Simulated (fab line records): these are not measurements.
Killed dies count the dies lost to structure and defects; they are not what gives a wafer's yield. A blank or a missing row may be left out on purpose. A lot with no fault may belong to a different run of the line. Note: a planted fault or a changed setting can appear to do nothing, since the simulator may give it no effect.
Which tool did it? :: flow gf180mcu :: 24 lots, 72 wafers sampled, at 3 steps of a route of 602

== WHAT THE GAUGES READ, wafer by wafer ==
GF_CONTACT_THK_MEAS_01. Usual: CONTACT_CVD_00_THK typically reads 300 nm, with standard deviation 3.5.
lot: L074
measured: day 15 08:20
on: film_metro-04
CONTACT_CVD_00_THK (nm): 296 298 297
flag: 

lot: L075
measured: day 15 09:05
on: film_metro-03
CONTACT_CVD_00_THK (nm): 302 301 298
flag: 

lot: L076
measured: day 15 22:13
on: film_metro-02
CONTACT_CVD_00_THK (nm): 304 299 297
flag: 

lot: L077
measured: day 16 03:58
on: film_metro-03
CONTACT_CVD_00_THK (nm): 303 292 302
flag: 

lot: L078
measured: day 16 16:47
on: film_metro-02
CONTACT_CVD_00_THK (nm): 299 304 301
flag: 

lot: L079
measured: day 16 23:20
on: film_metro-03
CONTACT_CVD_00_THK (nm): 299 300 301
flag: 

lot: L080
measured: day 17 15:34
on: film_metro-04
CONTACT_CVD_00_THK (nm): 304 295 299
flag: 

lot: L081
measured: day 17 21:08
on: film_metro-03
CONTACT_CVD_00_THK (nm): 301 306 303
flag: 

lot: L082
measured: day 18 07:14
on: film_metro-04
CONTACT_CVD_00_THK (nm): 302 293 293
flag: 

lot: L083
measured: day 18 13:09
on: film_metro-02
CONTACT_CVD_00_THK (nm): 305 296 298
flag: 

lot: L084
measured: day 18 18:41
on: film_metro-02
CONTACT_CVD_00_THK (nm): 296 295 307
flag: 

lot: L085
measured: day 19 02:43
on: film_metro-03
CONTACT_CVD_00_THK (nm): 296 299 300
flag: 

lot: L086
measured: day 19 19:08
on: film_metro-04
CONTACT_CVD_00_THK (nm): 296 303 299
flag: 

lot: L087
measured: day 20 01:26
on: film_metro-03
CONTACT_CVD_00_THK (nm): 303 297 298
flag: 

lot: L088
measured: day 20 08:08
on: film_metro-04
CONTACT_CVD_00_THK (nm): 297 299 294
flag: 

lot: L089
measured: day 20 16:18
on: film_metro-02
CONTACT_CVD_00_THK (nm): 301 299 301
flag: 

lot: L090
measured: day 20 23:52
on: film_metro-03
CONTACT_CVD_00_THK (nm): 304 299 297
flag: 

lot: L091
measured: day 21 06:05
on: film_metro-03
CONTACT_CVD_00_THK (nm): 302 298 299
flag: 

lot: L092
measured: day 21 12:55
on: film_metro-04
CONTACT_CVD_00_THK (nm): 296 302 303
flag: 

lot: L093
measured: day 22 05:31
on: film_metro-04
CONTACT_CVD_00_THK (nm): 307 302 306
flag: 

lot: L094
measured: day 22 08:18
on: film_metro-04
CONTACT_CVD_00_THK (nm): 300 304 303
flag: 

lot: L095
measured: day 22 16:25
on: film_metro-04
CONTACT_CVD_00_THK (nm): 298 301 304
flag: 

lot: L096
measured: day 23 02:52
on: film_metro-03
CONTACT_CVD_00_THK (nm): 302 301 305
flag: 

lot: L097
measured: day 23 11:11
on: film_metro-04
CONTACT_CVD_00_THK (nm): 300 305 300
flag: 

GF_V1_BOW_MEAS_05. Usual: V1_BOW typically reads 82 um, with standard deviation 7.2.
lot: L074
measured: day 17 08:10
on: film_metro-01
V1_BOW (um): 83 93 87
flag: 

lot: L075
measured: day 17 08:55
on: film_metro-01
V1_BOW (um): 77 81 75
flag: 

lot: L076
measured: day 17 23:18
on: film_metro-04
V1_BOW (um): 87 78 82
flag: 

lot: L077
measured: day 18 05:31
on: film_metro-02
V1_BOW (um): 87 61 85
flag: 

lot: L078
measured: day 18 18:06
on: film_metro-01
V1_BOW (um): 80 82 83
flag: 

lot: L079
measured: day 19 01:41
on: film_metro-04
V1_BOW (um): 74 71 82
flag: 

lot: L080
measured: day 19 18:44
on: film_metro-01
V1_BOW (um): 72 83 83
flag: 

lot: L081
measured: day 20 01:16
on: film_metro-02
V1_BOW (um): 83 86 88
flag: 

lot: L082
measured: day 20 11:16
on: film_metro-02
V1_BOW (um): 88 88 84
flag: 

lot: L083
measured: day 20 18:01
on: film_metro-04
V1_BOW (um): 82 64 78
flag: 

lot: L084
measured: day 20 22:24
on: film_metro-01
V1_BOW (um): 95 101 85
flag: 

lot: L085
measured: day 21 07:04
on: film_metro-02
V1_BOW (um): 84 81 81
flag: 

lot: L086
measured: day 21 22:56
on: film_metro-02
V1_BOW (um): 82 74 83
flag: 

lot: L087
measured: day 22 04:26
on: film_metro-01
V1_BOW (um): 72 75 71
flag: 

lot: L088
measured: day 22 10:02
on: film_metro-04
V1_BOW (um): 76 91 76
flag: 

lot: L089
measured: day 22 19:02
on: film_metro-01
V1_BOW (um): 79 86 83
flag: 

lot: L090
measured: day 23 02:13
on: film_metro-01
V1_BOW (um): 65 84 83
flag: 

lot: L091
measured: day 23 08:18
on: film_metro-01
V1_BOW (um): 87 88 71
flag: 

lot: L092
measured: day 23 13:47
on: film_metro-04
V1_BOW (um): 92 94 78
flag: 

lot: L093
measured: day 24 07:04
on: film_metro-02
V1_BOW (um): 82 86 88
flag: 

lot: L094
measured: day 24 09:24
on: film_metro-02
V1_BOW (um): 69 84 80
flag: 

lot: L095
measured: day 24 16:41
on: film_metro-04
V1_BOW (um): 88 98 78
flag: 

lot: L096
measured: day 25 03:34
on: film_metro-02
V1_BOW (um): 75 77 82
flag: 

lot: L097
measured: day 25 10:20
on: film_metro-04
V1_BOW (um): 81 81 81
flag: 

GF_V2_OVL_MEAS_15. Usual: V2_OVL typically reads 0 nm, with standard deviation 6.
lot: L074
measured: day 20 11:26
on: overlay-01
V2_OVL (nm): 1 -4 4
flag: 

lot: L075
measured: day 20 11:40
on: overlay-02
V2_OVL (nm): 1 1 -4
flag: 

lot: L076
measured: day 21 04:32
on: overlay-01
V2_OVL (nm): -6 -5 -3
flag: 

lot: L077
measured: day 21 08:17
on: overlay-01
V2_OVL (nm): -7 -7 -2
flag: 

lot: L078
measured: day 21 20:53
on: overlay-02
V2_OVL (nm): -4 -10 -2
flag: 

lot: L079
measured: day 22 05:55
on: overlay-01
V2_OVL (nm): -9 -10 3
flag: 

lot: L080
measured: day 22 20:15
on: overlay-02
V2_OVL (nm): -1 9 18
flag: 

lot: L081
measured: day 23 02:45
on: overlay-01
V2_OVL (nm): 0 14 8
flag: 

lot: L082
measured: day 23 12:46
on: overlay-02
V2_OVL (nm): -7 -4 -2
flag: 

lot: L083
measured: day 23 19:36
on: overlay-01
V2_OVL (nm): -4 -3 -1
flag: 

lot: L084
measured: day 23 23:55
on: overlay-02
V2_OVL (nm): 3 8 7
flag: 

lot: L085
measured: day 24 06:42
on: overlay-02
V2_OVL (nm): -4 -3 -6
flag: 

lot: L086
measured: day 24 22:05
on: overlay-02
V2_OVL (nm): 1 -7 -5
flag: 

lot: L087
measured: day 25 03:14
on: overlay-02
V2_OVL (nm): -2 7 0
flag: 

lot: L088
measured: day 25 08:08
on: overlay-02
V2_OVL (nm): 3 -2 -1
flag: 

lot: L089
measured: day 25 17:18
on: overlay-02
V2_OVL (nm): -10 -5 -6
flag: 

lot: L090
measured: day 25 22:59
on: overlay-01
V2_OVL (nm): -1 -1 5
flag: 

lot: L091
measured: day 26 05:23
on: overlay-01
V2_OVL (nm): 4 6 10
flag: 

lot: L092
measured: day 26 10:37
on: overlay-01
V2_OVL (nm): 9 7 5
flag: 

lot: L093
measured: day 27 02:16
on: overlay-01
V2_OVL (nm): -7 -2 -3
flag: 

lot: L094
measured: day 27 04:47
on: overlay-01
V2_OVL (nm): 1 1 4
flag: 

lot: L095
measured: day 27 11:33
on: overlay-01
V2_OVL (nm): -1 2 -2
flag: 

lot: L096
measured: day 27 20:27
on: overlay-01
V2_OVL (nm): 6 12 2
flag: 

lot: L097
measured: day 28 06:47
on: overlay-01
V2_OVL (nm): 1 3 4
flag: 

== TOOL THAT RAN EACH LOT (tool first, then ch and the chambers of the sampled wafers, then the start) ==
The record holds no process step before these readings.

== WHAT THE TOOLS THEMSELVES READ (means of the sampled wafers that have a number; where no wafer has one, the mark that the record gives instead) ==
The record holds no such reading with a usual standard deviation.

== THE ANSWER, worked out from the rows above alone ==
Rule: lot off if the mean of its wafers having a number is beyond 3 standard deviations from the usual mean. A lot without any number at a reading at which 4 lots or more have one is off too. All remaining lots with rows at the step are treated as sound. The gauges are gone through in route order, then the tools' own readings, and for those a lot's mean is taken as printed above. The first step at which some lot is off is used, and at that step the reading that is off furthest; a lot without a number counts as furthest.
None of the lots is off at any reading shown; this tells nothing.

== WHAT WAS PUT IN BY THE SIMULATOR ==
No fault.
